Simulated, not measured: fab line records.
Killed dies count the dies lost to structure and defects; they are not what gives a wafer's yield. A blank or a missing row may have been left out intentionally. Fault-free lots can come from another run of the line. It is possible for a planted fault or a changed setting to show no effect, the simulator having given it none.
Which of the tools did it?    flow gf180mcu    12 lots, 36 wafers sampled, at 3 steps of a route of 602

== WHAT EACH GAUGE READ, for each wafer ==
GF_VT_IMPLANT_OVL_MEAS_29. Usual: VT_IMPLANT_02_OVL gives -1.1 nm (standard deviation 1.7).
lot   measured      on          VT_IMPLANT_02_OVL (nm)  flag
L341  day 7 03:01   overlay-01  -0.6 -2.8 -2.0          
L342  day 7 09:34   overlay-02  -3.2 -3.0 -3.2          
L343  day 7 17:20   overlay-01  -2.4 -1.4 -1.5          
L346  day 8 11:37   overlay-01  -1.5 0.1 0.5            
L349  day 9 07:32   overlay-02  - - -                   OFF
L351  day 9 22:55   overlay-02  -3.3 -3.4 -3.2          
L354  day 10 19:40  overlay-02  0.0 -0.2 0.5            
L355  day 11 01:26  overlay-02  -2.2 -1.4 0.2           
L356  day 11 05:55  overlay-02  2.9 2.0 1.0             
L358  day 11 18:50  overlay-01  -0.9 -1.4 -1.5          
L360  day 12 08:08  overlay-01  -3.5 -4.0 -2.5          
L361  day 12 15:26  overlay-02  1.2 0.4 0.0             

GF_VT_IMPLANT_TW_MEAS_32. Usual: VT_IMPLANT_3_TW gives 269.6 (standard deviation 2).
lot   measured      on            VT_IMPLANT_3_TW                flag
L341  day 7 03:17   filmMetro-01  271.4 270.1 270.6              
L342  day 7 09:50   filmMetro-03  269.7 270.0 268.8              
L343  day 7 17:38   filmMetro-03  271.2 270.3 270.0              
L346  day 8 11:53   filmMetro-03  271.1 270.3 272.4              
L349  day 9 07:50   filmMetro-02  29.7 29.7 29.6 29.9 29.6 29.6  OFF
L351  day 9 23:11   filmMetro-02  266.6 266.5 267.5              
L354  day 10 19:56  filmMetro-03  271.9 271.6 271.4              
L355  day 11 01:43  filmMetro-03  268.6 269.8 270.2              
L356  day 11 06:13  filmMetro-01  271.4 270.1 270.9              
L358  day 11 19:07  filmMetro-03  270.3 270.9 269.7              
L360  day 12 08:26  filmMetro-01  270.0 270.7 270.3              
L361  day 12 15:43  filmMetro-03  270.4 270.4 273.5              

== EACH LOT AND THE TOOL THAT RAN IT (in order: tool; ch and the chambers of the sampled wafers; start) ==
lot   GF_VT_IMPLANT_EXPOSE_26
L341  ilineStepper-02 ch 0, day 6 19:10
L342  ilineStepper-01 ch 0, day 7 01:44
L343  ilineStepper-02 ch 0, day 7 09:28
L346  ilineStepper-01 ch 0, day 8 03:26
L349  ilineStepper-01 ch 0, day 8 23:12
L351  ilineStepper-01 ch 0, day 9 14:38
L354  ilineStepper-02 ch 0, day 10 10:55
L355  ilineStepper-01 ch 0, day 10 16:30
L356  ilineStepper-02 ch 0, day 10 20:52
L358  ilineStepper-01 ch 0, day 11 09:36
L360  ilineStepper-02 ch 0, day 11 23:16
L361  ilineStepper-02 ch 0, day 12 06:11
- GF_VT_IMPLANT_EXPOSE_26: exposes mask LVPWELL HV AREA, target cd 860 nm.

== WHAT THE TOOLS THEMSELVES READ (means of the sampled wafers that have a number; where no wafer has one, the mark that the record gives instead) ==
GF_VT_IMPLANT_EXPOSE_26. Usual: reticleTempC reads 22.98 C (standard deviation 0.097).
lot   tool             reticleTempC (C)  flag
L341  ilineStepper-02  23.00             
L342  ilineStepper-01  23.09             
L343  ilineStepper-02  23.02             
L346  ilineStepper-01  22.87             
L349  ilineStepper-01  22.98             
L351  ilineStepper-01  22.99             
L354  ilineStepper-02  22.91             
L355  ilineStepper-01  22.87             
L356  ilineStepper-02  23.06             
L358  ilineStepper-01  22.82             
L360  ilineStepper-02  23.20             
L361  ilineStepper-02  22.94             

== THE ANSWER, worked out from the rows above alone ==
Rule: a lot counts as off when the mean over its wafers that have a number is more than 3 standard deviations away from the usual mean. A lot without any number at a reading at which 4 lots or more have one is off too. The other lots that the step has rows for count as sound. Order of review: gauges by route order, followed by the tools' own readings, for which a lot's mean as printed above is used. At the first step where some lot is off, the reading lying furthest off is the one used; lots without a number count as furthest.
Off: L349, seen at GF_VT_IMPLANT_OVL_MEAS_29 (VT_IMPLANT_02_OVL). Without a number there: L349.
If a tool, at a process step before that reading, ran all the lots that are off and no sound lot after the first of them, it fits. The gauges at GF_VT_IMPLANT_OVL_MEAS_29 aren't tried: what is off there is off at GF_VT_IMPLANT_TW_MEAS_32 too, on other tools, and a gauge's error can't cause that. Not one of the candidates tried fits.

== WHAT HAD BEEN PUT IN BY THE SIMULATOR ==
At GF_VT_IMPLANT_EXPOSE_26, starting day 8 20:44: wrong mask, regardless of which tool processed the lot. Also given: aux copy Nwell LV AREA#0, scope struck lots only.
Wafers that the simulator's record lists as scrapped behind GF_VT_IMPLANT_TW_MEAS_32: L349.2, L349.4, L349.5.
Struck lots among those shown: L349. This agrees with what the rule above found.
